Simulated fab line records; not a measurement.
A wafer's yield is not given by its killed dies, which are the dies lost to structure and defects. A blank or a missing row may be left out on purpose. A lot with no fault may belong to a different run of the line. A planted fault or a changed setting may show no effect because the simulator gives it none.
Tool commonality check || flow gf180mcu || 13 lots and 39 wafers in the sample

## REASON IT WAS OPENED
Of 13 lots, 1 have the reading MVSD_TW flagged at GF_MVSD_TW_MEAS_11. Wafers without a fault read 1576, standard deviation 15.
Rule: a lot is flagged in two cases, either no wafer of it has a number, or all its wafers with numbers fall more than 4 standard deviations from that mean. As for the other lots, they are considered sound.

{"lot": "L442", "measured": "day 5 05:28", "on": "filmMetro-03", "MVSD_TW, wafer by wafer": "30 30 30", "flag": "FLAGGED"}
{"lot": "L443", "measured": "day 5 05:50", "on": "filmMetro-03", "MVSD_TW, wafer by wafer": "1572 1589 1587", "flag": ""}
{"lot": "L444", "measured": "day 5 05:53", "on": "filmMetro-01", "MVSD_TW, wafer by wafer": "1590 1592 1590", "flag": ""}
{"lot": "L445", "measured": "day 5 12:13", "on": "filmMetro-03", "MVSD_TW, wafer by wafer": "1581 1576 1580", "flag": ""}
{"lot": "L454", "measured": "day 7 06:05", "on": "filmMetro-03", "MVSD_TW, wafer by wafer": "1596 1586 1612", "flag": ""}
{"lot": "L456", "measured": "day 7 19:05", "on": "filmMetro-03", "MVSD_TW, wafer by wafer": "1590 1587 1596", "flag": ""}
{"lot": "L457", "measured": "day 7 23:37", "on": "filmMetro-01", "MVSD_TW, wafer by wafer": "1580 1584 1578", "flag": ""}
{"lot": "L458", "measured": "day 8 07:15", "on": "filmMetro-01", "MVSD_TW, wafer by wafer": "1580 1587 1585", "flag": ""}
{"lot": "L459", "measured": "day 8 10:23", "on": "filmMetro-03", "MVSD_TW, wafer by wafer": "1588 1584 1592", "flag": ""}
{"lot": "L460", "measured": "day 8 16:25", "on": "filmMetro-02", "MVSD_TW, wafer by wafer": "1552 1559 1548", "flag": ""}
{"lot": "L461", "measured": "day 9 02:31", "on": "filmMetro-01", "MVSD_TW, wafer by wafer": "1578 1578 1573", "flag": ""}
{"lot": "L462", "measured": "day 9 04:53", "on": "filmMetro-03", "MVSD_TW, wafer by wafer": "1589 1597 1590", "flag": ""}
{"lot": "L464", "measured": "day 9 17:29", "on": "filmMetro-02", "MVSD_TW, wafer by wafer": "1556 1551 1550", "flag": ""}
Averaged over the flagged lots the numbers come to 30, -1546 from the usual (-99 or more standard deviations).

## WHICH TOOL EACH LOT WENT THROUGH
The record holds 2 process steps before the reading, out of a route of 602 steps. Each cell gives the tool, then ch followed by the chambers the sampled wafers passed through, then the start.
{"lot": "L442", "flag": "FLAGGED", "GF_LVPWELL_STRIP_10": "plasmaAsher-02 ch 0,1, day 4 16:10", "GF_MVSD_STRIP_10": "plasmaAsher-04 ch 0, day 5 05:22"}
{"lot": "L443", "flag": "", "GF_LVPWELL_STRIP_10": "plasmaAsher-03 ch 0,1, day 4 16:31", "GF_MVSD_STRIP_10": "plasmaAsher-01 ch 1, day 5 05:43"}
{"lot": "L444", "flag": "", "GF_LVPWELL_STRIP_10": "plasmaAsher-01 ch 0,1, day 4 16:35", "GF_MVSD_STRIP_10": "plasmaAsher-04 ch 0,1, day 5 05:47"}
{"lot": "L445", "flag": "", "GF_LVPWELL_STRIP_10": "plasmaAsher-03 ch 0,1, day 4 22:43", "GF_MVSD_STRIP_10": "plasmaAsher-03 ch 0,1, day 5 12:07"}
{"lot": "L454", "flag": "", "GF_LVPWELL_STRIP_10": "plasmaAsher-01 ch 1, day 6 15:35", "GF_MVSD_STRIP_10": "plasmaAsher-04 ch 0,1, day 7 05:59"}
{"lot": "L456", "flag": "", "GF_LVPWELL_STRIP_10": "plasmaAsher-01 ch 0,1, day 7 04:08", "GF_MVSD_STRIP_10": "plasmaAsher-01 ch 0,1, day 7 18:58"}
{"lot": "L457", "flag": "", "GF_LVPWELL_STRIP_10": "plasmaAsher-01 ch 0,1, day 7 08:58", "GF_MVSD_STRIP_10": "plasmaAsher-01 ch 0,1, day 7 23:31"}
{"lot": "L458", "flag": "", "GF_LVPWELL_STRIP_10": "plasmaAsher-02 ch 0,1, day 7 15:45", "GF_MVSD_STRIP_10": "plasmaAsher-03 ch 0,1, day 8 07:10"}
{"lot": "L459", "flag": "", "GF_LVPWELL_STRIP_10": "plasmaAsher-02 ch 0,1, day 7 18:59", "GF_MVSD_STRIP_10": "plasmaAsher-03 ch 0,1, day 8 10:17"}
{"lot": "L460", "flag": "", "GF_LVPWELL_STRIP_10": "plasmaAsher-01 ch 0,1, day 8 01:43", "GF_MVSD_STRIP_10": "plasmaAsher-04 ch 0,1, day 8 16:19"}
{"lot": "L461", "flag": "", "GF_LVPWELL_STRIP_10": "plasmaAsher-01 ch 0,1, day 8 10:43", "GF_MVSD_STRIP_10": "plasmaAsher-01 ch 0,1, day 9 02:25"}
{"lot": "L462", "flag": "", "GF_LVPWELL_STRIP_10": "plasmaAsher-01 ch 0,1, day 8 13:19", "GF_MVSD_STRIP_10": "plasmaAsher-01 ch 0,1, day 9 04:47"}
{"lot": "L464", "flag": "", "GF_LVPWELL_STRIP_10": "plasmaAsher-01 ch 0,1, day 9 00:58", "GF_MVSD_STRIP_10": "plasmaAsher-03 ch 0,1, day 9 17:24"}
What is done by these steps:
- GF_LVPWELL_STRIP_10: strips in O2/N2.
- GF_MVSD_STRIP_10: strips in O2/N2.
- GF_MVSD_TW_MEAS_11

## FLAGGED AGAINST TOTAL, ONE TOOL AT A TIME (gauges that did the reading follow at the end)
{"step": "GF_LVPWELL_STRIP_10", "tool": "plasmaAsher-01", "lots run": 8, "flagged": 0, "share of the flagged lots": "none", "sound lots run after its first flagged lot": "-"}
{"step": "GF_LVPWELL_STRIP_10", "tool": "plasmaAsher-02", "lots run": 3, "flagged": 1, "share of the flagged lots": "all", "sound lots run after its first flagged lot": "2 (L458,L459)"}
{"step": "GF_LVPWELL_STRIP_10", "tool": "plasmaAsher-03", "lots run": 2, "flagged": 0, "share of the flagged lots": "none", "sound lots run after its first flagged lot": "-"}
{"step": "GF_MVSD_STRIP_10", "tool": "plasmaAsher-01", "lots run": 5, "flagged": 0, "share of the flagged lots": "none", "sound lots run after its first flagged lot": "-"}
{"step": "GF_MVSD_STRIP_10", "tool": "plasmaAsher-03", "lots run": 4, "flagged": 0, "share of the flagged lots": "none", "sound lots run after its first flagged lot": "-"}
{"step": "GF_MVSD_STRIP_10", "tool": "plasmaAsher-04", "lots run": 4, "flagged": 1, "share of the flagged lots": "all", "sound lots run after its first flagged lot": "3 (L444,L454,L460)"}
{"step": "GF_MVSD_TW_MEAS_11", "tool": "filmMetro-01", "lots run": 4, "flagged": 0, "share of the flagged lots": "none", "sound lots run after its first flagged lot": "-"}
{"step": "GF_MVSD_TW_MEAS_11", "tool": "filmMetro-02", "lots run": 2, "flagged": 0, "share of the flagged lots": "none", "sound lots run after its first flagged lot": "-"}
{"step": "GF_MVSD_TW_MEAS_11", "tool": "filmMetro-03", "lots run": 7, "flagged": 1, "share of the flagged lots": "all", "sound lots run after its first flagged lot": "6 (L443,L445,L454,L456,L459,L462)"}

## WHAT THE TABLE ALLOWS
Rows of the table that ran every flagged lot, 3 in all: plasmaAsher-02 at GF_LVPWELL_STRIP_10, plasmaAsher-04 at GF_MVSD_STRIP_10, filmMetro-03 at GF_MVSD_TW_MEAS_11.
- plasmaAsher-02 at GF_LVPWELL_STRIP_10 ran 3 lots, 1 of them flagged. Sound lots followed the first flagged one (L458, L459) on it, something a lasting fault affecting the whole tool could not allow. Its own readings lie more than 4 standard deviations out on every wafer of the flagged lots: oesProductAu.
- plasmaAsher-04 at GF_MVSD_STRIP_10 ran 4 lots, 1 of them flagged. Sound lots followed the first flagged one (L444, L454, L460) on it, something a lasting fault affecting the whole tool could not allow. Its own readings lie more than 4 standard deviations out on every wafer of the flagged lots: stripTimeToEndpointS.
- filmMetro-03 at GF_MVSD_TW_MEAS_11 ran 7 lots, 1 of them flagged. Sound lots followed the first flagged one (L443, L445, L454, L456, L459, L462) on it, something a lasting fault affecting the whole tool could not allow.
There is no row in the table that ran each flagged lot and no sound lot after the first.

## WHAT THE SIMULATOR HAD INSERTED
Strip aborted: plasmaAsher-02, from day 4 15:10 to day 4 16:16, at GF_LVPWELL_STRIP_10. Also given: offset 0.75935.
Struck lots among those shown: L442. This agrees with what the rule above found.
